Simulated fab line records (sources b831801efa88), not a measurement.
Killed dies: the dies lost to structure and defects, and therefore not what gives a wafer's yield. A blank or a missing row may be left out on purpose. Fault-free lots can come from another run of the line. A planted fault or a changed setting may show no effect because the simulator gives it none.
Split-lot trial + flow gf180mcu + 23 wafers read across 5 lots, on a route 602 steps long

## THE SPLIT ITSELF
At GF_M2_COAT_09 (resist thk 1000 nm), the setting resist-thk-nm was moved away from the recipe's 1000 nm on 6 of the 23 wafers read, by -4.2% to +5.2%. All remaining wafers had this setting at the recipe value.

## BETWEEN THE SPLIT AND THE READING: the file shows 1 step in between
- GF_M2_DEVELOP_13: develop time 60 s (also split here: dev-temp-c)

## THE READING
KrF_of_M2_COAT_09.thk-nm (the simulator's own value, which no gauge read), in nm, at GF_M2_METAL_ETCH_16 (etches the open film in Cl2/BCl3, stops on SiO2, target depth 627.5 nm, time 104.6 s). There is no usual value for it anywhere in the file. Here, 17 wafers ran the recipe; their average is 735.7 nm with a standard deviation of 2.9 nm.

| wafer  | tool, chamber at the split | resist-thk-nm as run, nm | against the recipe | KrF_of_M2_COAT_09.thk-nm, nm | against lot-mates on the recipe |
|--------|----------------------------|--------------------------|--------------------|------------------------------|---------------------------------|
| L074.3 | litho-track-03, 0          | 1000                     | recipe             | 735.9                        | -                               |
| L074.4 | litho-track-03, 0          | 1000                     | recipe             | 732.6                        | -                               |
| L074.5 | litho-track-03, 0          | 1000                     | recipe             | 732.9                        | -                               |
| L079.1 | litho-track-03, 0          | 958.4                    | -4.2%              | 694.1                        | -43.1                           |
| L079.3 | litho-track-03, 0          | 1000                     | recipe             | 737.8                        | -                               |
| L079.4 | litho-track-03, 0          | 1000                     | recipe             | 736.7                        | -                               |
| L079.5 | litho-track-03, 0          | 958.4                    | -4.2%              | 702                          | -35.2                           |
| L079.6 | litho-track-03, 0          | 958.4                    | -4.2%              | 692.3                        | -45.0                           |
| L080.1 | litho-track-04, 0          | 1000                     | recipe             | 737.8                        | -                               |
| L080.2 | litho-track-04, 0          | 1000                     | recipe             | 738.8                        | -                               |
| L080.3 | litho-track-04, 0          | 1000                     | recipe             | 736.9                        | -                               |
| L080.5 | litho-track-04, 0          | 1000                     | recipe             | 735                          | -                               |
| L080.6 | litho-track-04, 0          | 1000                     | recipe             | 741.1                        | -                               |
| L081.1 | litho-track-02, 0          | 1052                     | +5.2%              | 787.9                        | +50.9                           |
| L081.3 | litho-track-02, 0          | 1000                     | recipe             | 733                          | -                               |
| L081.4 | litho-track-02, 0          | 1000                     | recipe             | 741                          | -                               |
| L081.5 | litho-track-02, 0          | 1052                     | +5.2%              | 793.3                        | +56.3                           |
| L081.6 | litho-track-02, 0          | 1052                     | +5.2%              | 790.7                        | +53.7                           |
| L082.2 | litho-track-02, 0          | 1000                     | recipe             | 731.4                        | -                               |
| L082.3 | litho-track-02, 0          | 1000                     | recipe             | 736                          | -                               |
| L082.4 | litho-track-02, 0          | 1000                     | recipe             | 734                          | -                               |
| L082.5 | litho-track-02, 0          | 1000                     | recipe             | 731                          | -                               |
| L082.6 | litho-track-02, 0          | 1000                     | recipe             | 735.4                        | -                               |

THE FIT
A straight line over all 23 wafers: KrF_of_M2_COAT_09.thk-nm changes by +10.1 nm for each +1% of resist-thk-nm; r = +0.99; the points scatter about the line by 3.4 nm.
The same after taking each lot's own level away (the mean of its wafers on the recipe; 23 wafers): +10.1 nm for each +1%; r = +0.99; scatter 2.7 nm.
Per that fit: largest resist-thk-nm move, reading shift of 53 nm.
The lots' own levels span 733.56 to 737.92 nm, that is 1.5 times the standard deviation above.
So the lot-to-lot level changes the slope little: the two slopes agree.
Check: with one of the wafers moved furthest among these (+5.2%) left out of the fit, the line predicts +53.6 nm for it against its lot-mates. It came out at +50.9 nm against them.

## ADDITIONAL SPLITS CARRIED BY THESE WAFERS
These wafers also went through other splits before the reading. Each is held against what the fit with the lots' levels taken away leaves over:
| other split on the same wafers  | wafers away from the commonest value | r with KrF_of_M2_COAT_09.thk-nm (lot level and that fit taken away) |
|---------------------------------|--------------------------------------|---------------------------------------------------------------------|
| GF_SAB_CVD_00 time-s            | 5                                    | -0.07                                                               |
| GF_CONTACT_PEB_12 peb-temp-c    | 10                                   | +0.22                                                               |
| GF_M1_SPUTTER_03 time-s         | 12                                   | +0.01                                                               |
| GF_M1_EXPOSE_11 dose-mj         | 7                                    | +0.09                                                               |
| GF_M1_STRIP_17 power-w          | 12                                   | +0.10                                                               |
| GF_V1_CMP_04 leave-above-ref-nm | 10                                   | -0.01                                                               |
| GF_V1_ETCH_16 source-w          | 7                                    | -0.07                                                               |
| GF_M2_DEVELOP_13 dev-temp-c     | 10                                   | -0.37                                                               |

## THE WHOLE CHAIN: every reading that the file lists as answering this split, in the file's order
| step                | what it does                                                                         | reading                                                                   | change (the file's fit)              | r (the file's) |
|---------------------|--------------------------------------------------------------------------------------|---------------------------------------------------------------------------|--------------------------------------|----------------|
| GF_M2_COAT_09       | resist thk 1000 nm                                                                   | KrF_of_M2_COAT_09.thk-nm (the simulator's own value, which no gauge read) | +9.9 nm for each +1% of the setting  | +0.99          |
| GF_M2_METAL_ETCH_16 | etches the open film in Cl2/BCl3, stops on SiO2, target depth 627.5 nm, time 104.6 s | KrF_of_M2_COAT_09.thk-nm (the simulator's own value, which no gauge read) | +10.2 nm for each +1% of the setting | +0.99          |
| GF_M2_STRIP_17      | strips in O2/N2                                                                      | strip-time-to-endpoint-s                                                  | withheld for each +1% of the setting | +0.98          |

## FILE'S OWN FIT
KrF_of_M2_COAT_09.thk-nm changes by +10.2 nm for each +1% of resist-thk-nm, r = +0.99.
